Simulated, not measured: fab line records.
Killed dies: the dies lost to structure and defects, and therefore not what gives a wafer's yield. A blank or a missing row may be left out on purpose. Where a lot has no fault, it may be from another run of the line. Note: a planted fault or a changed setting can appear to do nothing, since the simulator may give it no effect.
fab line records ; flow sky130
[record] lots = 13; wafers = 39; last-day = 49
route steps=708 shown LI_CONTACT@373 METAL3@533 CAPM@540 PAD_OPEN@708
lots with no fault: from the same line, run without faults
start-h: start of the lot's first displayed wafer, in hours after the record's first day ; wait-h: hours elapsed since this lot's preceding step ; " unchanged from the row above ; L1.1+2: a row that stands for several wafers ; - no value, or no start given ; * or withheld: withheld ; < > ~ a bound
route shown NAME@n: a module of which the file shows steps, and the number in the route of the first ; usual: mean/standard deviation of fault-free wafers ; same: alike in all rows ; chamber/n: place in a boat ; sites: each site's reading ; _std_site: standard deviation across them ; _edge_site: inner sites' mean taken away from outer sites' mean ; radius-mm: how far each site lies from the wafer's centre ; mask NAME#n: copy n ; behind: the last tool/chamber to shape the wafer ; hold: cause of the lot's hold/its duration in hours/its outcome ; device: whichever transistor did not switch (one of n, p or np) ; end of line: tests of these same wafers at the route's end ; where a step has no rows: the recipe by itself ; killed: at the first sort, the dies lost to defects and structure; wafer yield is something else ; map: the dies of a wafer, with x for killed, . for not killed, _ for no die there
set.NAME: setting as actually run; set.NAME@STEP: the setting as run at that earlier step ; model.NAME: the simulator's own value behind a step, which no gauge read
route steps across a sampled set of lots; one table per step, one row per wafer
services: a tool's chamber out of use, with start hour (start-h, from the record's first day; less than 0 if before it), hours out, and reason
[[steps]]
[step SKY_LI_CONTACT_DEVELOP_11]
[recipe] develop-time-s = 60.92; resist = KrF-thick; dev-temp-c = 21
[usual] developer-temp-C = 21.01/0.1
lot.wafer;tool;chamber;start-h;wait-h;developer-temp-C
L960.3;litho-track-02;0;669;-;21.03
L960.4;litho-track-02;0;669;-;21.00
L960.5;litho-track-02;0;669;-;21.15
L963.3;litho-track-02;0;706;-;20.90
L963.5;litho-track-02;0;706;-;20.85
L963.6;litho-track-02;0;706;-;20.81
L964.1;litho-track-04;0;707;-;21.06
L964.4;litho-track-04;0;707;-;21.04
L964.5;litho-track-04;0;707;-;20.92
L965.1;litho-track-02;0;722;-;21.05
L965.3;litho-track-02;0;722;-;21.13
L965.5;litho-track-02;0;722;-;21.07
L966.2;litho-track-02;0;725;-;20.98
L966.3;litho-track-02;0;726;-;21.01
L966.6;litho-track-02;0;726;-;20.94
L969.2;litho-track-03;0;753;-;21.05
L969.4;litho-track-03;0;753;-;21.08
L969.6;litho-track-03;0;753;-;21.03
L971.1;litho-track-03;0;768;-;21.10
L971.5;litho-track-03;0;768;-;21.08
L971.6;litho-track-03;0;768;-;21.08
L972.1;litho-track-03;0;773;-;21.12
L972.2;litho-track-03;0;773;-;20.97
L972.5;litho-track-03;0;773;-;21.22
L973.2;litho-track-03;0;778;-;21.01
L973.3;litho-track-03;0;778;-;21.10
L973.5;litho-track-03;0;778;-;20.85
L974.1;litho-track-04;0;788;-;21.08
L974.2;litho-track-04;0;788;-;20.88
L974.4;litho-track-04;0;788;-;21.09
L975.2;litho-track-03;0;796;-;23.41
L975.4;litho-track-03;0;796;-;23.35
L975.5;litho-track-03;0;796;-;23.28
L978.1;litho-track-03;0;808;-;23.26
L978.5;litho-track-03;0;808;-;23.29
L978.6;litho-track-03;0;808;-;23.27
L977.1;litho-track-04;0;812;-;21.07
L977.2;litho-track-04;0;812;-;21.08
L977.3;litho-track-04;0;812;-;21.16
[step SKY_METAL3_SPUTTER_01]
[recipe] material = TiN; target-thk-nm = 20; power-w = 6500; time-s = 16.7; chamber-pressure-pa = 0.4
[usual] throttle-valve-pct = 30.4/0.93
lot.wafer;tool;chamber;start-h;wait-h;throttle-valve-pct
L960.3;pvd-sputter-02;-;842.50;0.0;31.3
L960.4;pvd-sputter-02;-;842.50;0.0;31.3
L960.5;pvd-sputter-02;-;842.50;0.0;29.5
L963.3;pvd-sputter-03;-;878.08;0.0;30.7
L963.5;pvd-sputter-03;-;878.08;0.0;30.7
L963.6;pvd-sputter-03;-;878.08;0.0;30.7
L964.1;pvd-sputter-01;-;879.03;0.0;31.5
L964.4;pvd-sputter-01;-;879.03;0.0;28.6
L964.5;pvd-sputter-01;-;879.03;0.0;29.5
L965.1;pvd-sputter-02;-;893.41;0.0;29.5
L965.3;pvd-sputter-02;-;893.41;0.0;31.1
L965.5;pvd-sputter-02;-;893.41;0.0;31.3
L966.2;pvd-sputter-03;-;895.61;0.0;31.2
L966.3;pvd-sputter-03;-;895.61;0.0;29.5
L966.6;pvd-sputter-03;-;895.61;0.0;30.6
L969.2;pvd-sputter-02;-;920.37;0.0;31.1
L969.4;pvd-sputter-02;-;920.37;0.0;31.0
L969.6;pvd-sputter-02;-;920.37;0.0;31.2
L971.1;pvd-sputter-01;-;933.84;0.0;30.4
L971.5;pvd-sputter-01;-;933.84;0.0;30.6
L971.6;pvd-sputter-01;-;933.84;0.0;31.9
L972.1;pvd-sputter-03;-;940.17;0.0;31.2
L972.2;pvd-sputter-03;-;940.17;0.0;29.5
L972.5;pvd-sputter-03;-;940.17;0.0;29.1
L973.2;pvd-sputter-01;-;944.79;0.0;30.2
L973.3;pvd-sputter-01;-;944.79;0.0;29.6
L973.5;pvd-sputter-01;-;944.79;0.0;31.6
L974.1;pvd-sputter-03;-;953.95;0.0;30.5
L974.2;pvd-sputter-03;-;953.95;0.0;29.6
L974.4;pvd-sputter-03;-;953.95;0.0;31.0
L975.2;pvd-sputter-02;-;963.02;0.0;31.0
L975.4;pvd-sputter-02;-;963.02;0.0;29.3
L975.5;pvd-sputter-02;-;963.02;0.0;31.0
L978.1;pvd-sputter-02;-;973.86;0.0;31.2
L978.5;pvd-sputter-02;-;973.86;0.0;29.5
L978.6;pvd-sputter-02;-;973.86;0.0;31.1
L977.1;pvd-sputter-01;-;976.89;0.0;29.5
L977.2;pvd-sputter-01;-;976.89;0.0;28.6
L977.3;pvd-sputter-01;-;976.89;0.0;31.6
[step SKY_CAPM_RS_MEAS_03]
[recipe] thk-meas-gauge = four-point-probe; reads = TiN_of_CAPM_SPUTTER_02
[usual] CAPM_TIN_RS = 6.92/0.08
lot.wafer;tool;chamber;start-h;wait-h;CAPM_TIN_RS[ohm/sq]
L960.3;film-metro-04;-;842.86;0.1;6.97
L960.4;film-metro-04;-;842.86;0.1;6.88
L960.5;film-metro-04;-;842.86;0.1;6.93
L963.3;film-metro-03;-;878.44;0.1;6.99
L963.5;film-metro-03;-;878.44;0.1;6.89
L963.6;film-metro-03;-;878.44;0.1;7.01
L964.1;film-metro-02;-;879.35;0.1;6.91
L964.4;film-metro-02;-;879.35;0.1;7.08
L964.5;film-metro-02;-;879.35;0.1;7.04
L965.1;film-metro-03;-;893.73;0.1;7.05
L965.3;film-metro-03;-;893.73;0.1;6.95
L965.5;film-metro-03;-;893.73;0.1;6.97
L966.2;film-metro-03;-;895.96;0.1;6.92
L966.3;film-metro-03;-;895.96;0.1;6.91
L966.6;film-metro-03;-;895.96;0.1;6.83
L969.2;film-metro-04;-;920.71;0.1;6.97
L969.4;film-metro-04;-;920.71;0.1;6.92
L969.6;film-metro-04;-;920.71;0.1;6.96
L971.1;film-metro-02;-;934.16;0.1;6.85
L971.5;film-metro-02;-;934.16;0.1;6.85
L971.6;film-metro-02;-;934.16;0.1;6.82
L972.1;film-metro-02;-;940.50;0.1;6.89
L972.2;film-metro-02;-;940.50;0.1;6.91
L972.5;film-metro-02;-;940.50;0.1;6.94
L973.2;film-metro-04;-;945.13;0.1;6.81
L973.3;film-metro-04;-;945.13;0.1;6.84
L973.5;film-metro-04;-;945.13;0.1;6.85
L974.1;film-metro-02;-;954.27;0.1;6.88
L974.2;film-metro-02;-;954.27;0.1;6.90
L974.4;film-metro-02;-;954.27;0.1;6.99
L975.2;film-metro-03;-;963.36;0.1;7.06
L975.4;film-metro-03;-;963.36;0.1;7.06
L975.5;film-metro-03;-;963.36;0.1;7.07
L978.1;film-metro-02;-;974.19;0.1;6.95
L978.5;film-metro-02;-;974.19;0.1;6.85
L978.6;film-metro-02;-;974.19;0.1;6.98
L977.1;film-metro-04;-;977.22;0.1;6.97
L977.2;film-metro-04;-;977.22;0.1;6.87
L977.3;film-metro-04;-;977.22;0.1;6.97
[step SKY_CAPM_METAL_ETCH_13]
[recipe] target-depth-nm = 220; stop-on = SiO2; chemistry = Cl2/BCl3; target = TiN; pressure-mtorr = 10; icp-w = 900; bias-w = 48.5; Cl2_flow_sccm = 60; bcl3-flow-sccm = 30; time-s = 62.9
[usual] drypump-motor-current-A = 5.6/0.45; oes-product-au = 0.942/0.0075; throttle-valve-pct = 21.901/0.01
lot.wafer;tool;chamber;start-h;wait-h;drypump-motor-current-A;oes-product-au;rf-hours-counter-h;throttle-valve-pct
L960.3;rie-metal-04;0;869.73;0.0;5.6;0.941;-;21.906
L960.4;rie-metal-04;1;869.73;0.0;5.2;0.946;-;21.902
L960.5;rie-metal-04;0;869.73;0.0;5.6;0.941;-;21.893
L963.3;rie-metal-01;0;903.13;0.0;5.6;0.939;-;21.911
L963.5;rie-metal-01;0;903.13;0.0;5.6;0.944;-;21.908
L963.6;rie-metal-01;1;903.13;0.0;5.2;0.934;-;21.915
L964.1;rie-metal-04;0;903.49;0.0;5.6;0.940;19;21.913
L964.4;rie-metal-04;0;903.49;0.0;5.6;0.931;-;21.912
L964.5;rie-metal-04;0;903.49;0.0;5.7;0.939;-;21.915
L965.1;rie-metal-03;1;918.20;0.0;6.5;0.928;3;21.920
L965.3;rie-metal-03;0;918.20;0.0;5.4;0.938;-;21.905
L965.5;rie-metal-03;0;918.20;0.0;5.4;0.944;-;21.895
L966.2;rie-metal-01;1;921.00;0.0;5.1;0.935;17;21.895
L966.3;rie-metal-01;0;921.00;0.0;5.6;0.944;-;21.918
L966.6;rie-metal-01;1;921.00;0.0;5.2;0.946;-;21.883
L969.2;rie-metal-03;1;945.95;0.0;6.5;0.931;4;21.903
L969.4;rie-metal-03;1;945.95;0.0;6.5;0.941;-;21.911
L969.6;rie-metal-03;1;945.95;0.0;6.5;0.937;-;21.917
L971.1;rie-metal-01;1;958.85;0.0;5.2;0.950;1;21.910
L971.5;rie-metal-01;1;958.85;0.0;5.2;0.950;-;21.885
L971.6;rie-metal-01;0;958.85;0.0;5.5;0.945;-;21.906
L972.1;rie-metal-03;1;965.05;0.0;6.5;0.939;5;21.896
L972.2;rie-metal-03;0;965.05;0.0;5.4;0.938;11;21.891
L972.5;rie-metal-03;0;965.05;0.0;5.4;0.943;-;21.889
L973.2;rie-metal-03;0;969.44;0.0;5.4;0.949;11;21.895
L973.3;rie-metal-03;1;969.44;0.0;6.5;0.951;-;21.897
L973.5;rie-metal-03;0;969.44;0.0;5.4;0.946;-;21.888
L974.1;rie-metal-04;1;978.00;0.0;5.2;0.949;6;21.899
L974.2;rie-metal-04;0;978.00;0.0;5.6;0.942;3;21.895
L974.4;rie-metal-04;1;978.00;0.0;5.2;0.937;-;21.930
L975.2;rie-metal-03;1;986.55;0.0;6.5;0.929;6;21.895
L975.4;rie-metal-03;1;986.55;0.0;6.5;0.926;-;21.912
L975.5;rie-metal-03;1;986.55;0.0;6.5;0.933;-;21.908
L978.1;rie-metal-03;0;997.60;0.0;5.4;0.948;13;21.902
L978.5;rie-metal-03;1;997.60;0.0;6.5;0.954;-;21.899
L978.6;rie-metal-03;0;997.60;0.0;5.4;0.940;-;21.921
L977.1;rie-metal-04;0;1000.49;0.0;5.6;0.940;4;21.903
L977.2;rie-metal-04;1;1000.49;0.0;5.2;0.950;7;21.893
L977.3;rie-metal-04;0;1000.49;0.0;5.6;0.944;-;21.886
[step SKY_PAD_OPEN_PROBE_99]
[usual] killed_at_M0_to_M3 = 44/7.9; killed_at_M4_up = 3.1/2; killed-at-contacts = 23/4.9; killed-at-front-end = 15/3.9; killed-at-other = 0.2/0.49; killed-dies = 86/10; killed-open = 47/7.1; killed-short = 39/7.1
[same] gross-dies = 492; killed-at-back-side = 0
lot.wafer;tool;chamber;start-h;wait-h;killed_at_M0_to_M3;killed_at_M4_up;killed-at-contacts;killed-at-front-end;killed-at-other;killed-dies;killed-open;killed-short
L978.6;prober-01;-;1170.92;0.2;55;1;15;17;0;88;55;33
// killed by level:class
L978.6 VIA1:geometric-particle:open=18 FIELD_ISO:geometric-particle:open=11 METAL2:geometric-particle:short=9 VIA3:geometric-particle:open=8 LI_CONTACT:geometric-particle:open=6 VIA2:geometric-particle:short=6 FIELD_ISO:geometric-particle:short=5 VIA2:geometric-particle:open=5
[[services]]
tool;chamber;start-h;hours;kind
rie-metal-03;-;669.86;2.8;pm
rie-metal-03;0;697.43;-;clean
rie-metal-03;0;697.43;19.3;scheduled-down
rie-metal-03;0;697.43;19.3;vent-cycle
rie-metal-01;1;738.60;9.6;repair
pvd-sputter-03;-;785.90;0.6;repair
pvd-sputter-02;-;792.13;35.0;repair
pvd-sputter-01;-;801.92;4.3;repair
pvd-sputter-03;-;808.86;1.8;repair
pvd-sputter-02;-;811.43;4.6;repair
pvd-sputter-02;-;823.34;5.6;repair
rie-metal-03;1;837.10;-;clean
rie-metal-03;1;837.10;15.9;scheduled-down
rie-metal-03;1;837.10;15.9;vent-cycle
rie-metal-04;-;837.54;0.8;repair
pvd-sputter-01;-;853.17;3.4;repair
rie-metal-01;0;872.09;14.4;repair
rie-metal-04;1;874.65;-;clean
rie-metal-04;1;874.65;17.0;scheduled-down
rie-metal-01;-;896.59;2.8;pm
pvd-sputter-01;-;905.09;2.3;repair
pvd-sputter-03;-;917.65;5.4;repair
pvd-sputter-02;-;947.45;3.3;repair
pvd-sputter-03;-;958.88;1.4;repair
[[key]]
[first-sign] step = SKY_LI_CONTACT_DEVELOP_11; reading = developer-temp-C; direction = up; sigmas = 23; usual = *; struck = *
effect none on later readings
met-at SKY_LI_CONTACT_DEVELOP_11
struck-lots L975,L978
tester-left-out L975,L978
not-acting-at SKY_METAL3_SPUTTER_01,SKY_CAPM_RS_MEAS_03,SKY_CAPM_METAL_ETCH_13
onset-between 778 796
[fault] kind = process-parameter-drift; tool = litho-track-03; chamber = -; onset-h = 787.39; steps = SKY_LI_CONTACT_DEVELOP_11; channel = dev-temp-c; offset = *; shape = step; end-h = 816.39; acts-in = *; stated = *
// tester-left-out: of these lots the tester's yield and bins aren't shown, on N5 and GAA mostly nor the transistor test; their killed dies are dies lost to structure and defects alone, not to doping, threshold or leakage, so they don't give the yield
